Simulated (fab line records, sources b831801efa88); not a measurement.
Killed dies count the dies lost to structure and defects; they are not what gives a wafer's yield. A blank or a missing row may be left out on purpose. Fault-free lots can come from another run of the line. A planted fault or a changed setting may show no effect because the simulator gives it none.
Which tool was responsible?	flow sky130	14 lots, 42 wafers sampled, at 2 steps of a route of 708

WHAT THE GAUGES SHOWED, per wafer
No reading from a measuring or inspecting step in the record can be judged against a usual standard deviation.

EACH LOT AND THE TOOL THAT RAN IT (in order: tool; ch and the chambers of the sampled wafers; start)
lot	SKY_CAPM_METAL_ETCH_13	SKY_CAPM_STRIP_14
L490	rie_metal-01 ch 0,1, day 37 12:08	plasma_asher-01 ch 0,1, day 37 12:12
L492	rie_metal-04 ch 0, day 38 10:16	plasma_asher-02 ch 0,1, day 38 10:24
L494	rie_metal-03 ch 0, day 39 02:11	plasma_asher-02 ch 0, day 39 02:15
L498	rie_metal-04 ch 0,1, day 39 21:34	plasma_asher-04 ch 0,1, day 39 21:40
L499	rie_metal-03 ch 0,1, day 40 05:22	plasma_asher-02 ch 0,1, day 40 05:26
L502	rie_metal-01 ch 0,1, day 41 09:25	plasma_asher-02 ch 0,1, day 41 09:29
L503	rie_metal-01 ch 0,1, day 41 14:17	plasma_asher-02 ch 0,1, day 41 14:21
L504	rie_metal-04 ch 0, day 41 15:32	plasma_asher-02 ch 0,1, day 41 15:36
L507	rie_metal-04 ch 0,1, day 42 08:02	plasma_asher-01 ch 0,1, day 42 08:07
L508	rie_metal-04 ch 0,1, day 42 17:17	plasma_asher-01 ch 0,1, day 42 17:21
L509	rie_metal-03 ch 0,1, day 43 01:57	plasma_asher-02 ch 0,1, day 43 02:02
L510	rie_metal-03 ch 0,1, day 43 07:42	plasma_asher-01 ch 0,1, day 43 07:46
L511	rie_metal-03 ch 1, day 43 14:44	plasma_asher-01 ch 0,1, day 43 14:48
L513	rie_metal-03 ch 0, day 43 23:39	plasma_asher-04 ch 0,1, day 43 23:43
- SKY_CAPM_METAL_ETCH_13: etches TiN in Cl2/BCl3, stops on SiO2, target depth 220 nm, time 62.9 s.
- SKY_CAPM_STRIP_14: strips in O2/N2.

WHAT THE TOOLS THEMSELVES READ (means of the sampled wafers that have a number; where no wafer has one, the mark that the record gives instead)
SKY_CAPM_METAL_ETCH_13.
lot	tool	chamber_pressure_mTorr (mTorr)	drypump_motor_current_A (A)	oes_product_au (a.u.)	throttle_valve_pct (%)
L490	rie_metal-01	10.006	5.8	0.950	21.889
L492	rie_metal-04	10.011	5.5	0.941	21.909
L494	rie_metal-03	9.995	6.5	0.931	21.911
L498	rie_metal-04	9.999	5.5	0.946	21.905
L499	rie_metal-03	9.994	6.2	0.942	21.894
L502	rie_metal-01	10.006	5.4	0.939	21.903
L503	rie_metal-01	9.992	5.4	0.941	21.903
L504	rie_metal-04	10.003	5.5	0.937	21.902
L507	rie_metal-04	10.004	5.5	0.947	21.894
L508	rie_metal-04	10.002	5.5	0.944	21.901
L509	rie_metal-03	10.015	6.3	0.934	21.904
L510	rie_metal-03	10.009	6.2	0.940	21.907
L511	rie_metal-03	9.996	6.0	0.923	21.901
L513	rie_metal-03	9.991	6.5	0.944	21.888

SKY_CAPM_STRIP_14.
lot	tool	chamber_pressure_mTorr (mTorr)	drypump_motor_current_A (A)	oes_product_au (a.u.)	strip_time_to_endpoint_s (s)
L490	plasma_asher-01	1499.4	6.14	0.707	12.64
L492	plasma_asher-02	1499.8	6.17	0.713	12.66
L494	plasma_asher-02	1497.3	6.01	0.703	11.97
L498	plasma_asher-04	1498.0	5.94	0.711	12.64
L499	plasma_asher-02	1500.7	6.17	0.707	11.88
L502	plasma_asher-02	1499.7	6.08	0.710	12.60
L503	plasma_asher-02	1500.9	6.08	0.711	12.67
L504	plasma_asher-02	1500.8	6.17	0.709	12.68
L507	plasma_asher-01	1498.9	6.15	0.709	12.67
L508	plasma_asher-01	1499.6	6.20	0.706	12.71
L509	plasma_asher-02	1500.0	6.07	0.709	12.67
L510	plasma_asher-01	1499.5	6.18	0.709	12.71
L511	plasma_asher-01	1498.8	6.18	0.708	12.71
L513	plasma_asher-04	1500.0	5.93	0.709	12.62

THE ANSWER, worked out from the rows above alone
Rule: the lots themselves supply what counts as usual. Put in order of their means at a reading, lots are off if they are a third of the lots or fewer, leave a main group of 4 or more, and stand apart from it by a gap of 3 or more times the standard deviation of the main group's means; of several such gaps the widest counts. If all means in a main group match to the digits the tables above print for the reading, that group is not used. A lot without any number at a reading at which 4 lots or more have one is off too. The other lots that the step has rows for count as sound. First the gauges in route order, then the tools' own readings, where a lot's mean is used as printed above. The first step at which some lot is off is used, and at that step the reading that is off furthest; a lot without a number counts as furthest.
Off: L494, L499, at SKY_CAPM_STRIP_14 (strip_time_to_endpoint_s). The main group: mean 12.67 s, standard deviation 0.034.
If a tool, at that step or one of the process steps before it, ran each lot that is off and ran no sound lot following the first of them, it fits. None of those tried fits.

WHAT WAS PUT IN BY THE SIMULATOR
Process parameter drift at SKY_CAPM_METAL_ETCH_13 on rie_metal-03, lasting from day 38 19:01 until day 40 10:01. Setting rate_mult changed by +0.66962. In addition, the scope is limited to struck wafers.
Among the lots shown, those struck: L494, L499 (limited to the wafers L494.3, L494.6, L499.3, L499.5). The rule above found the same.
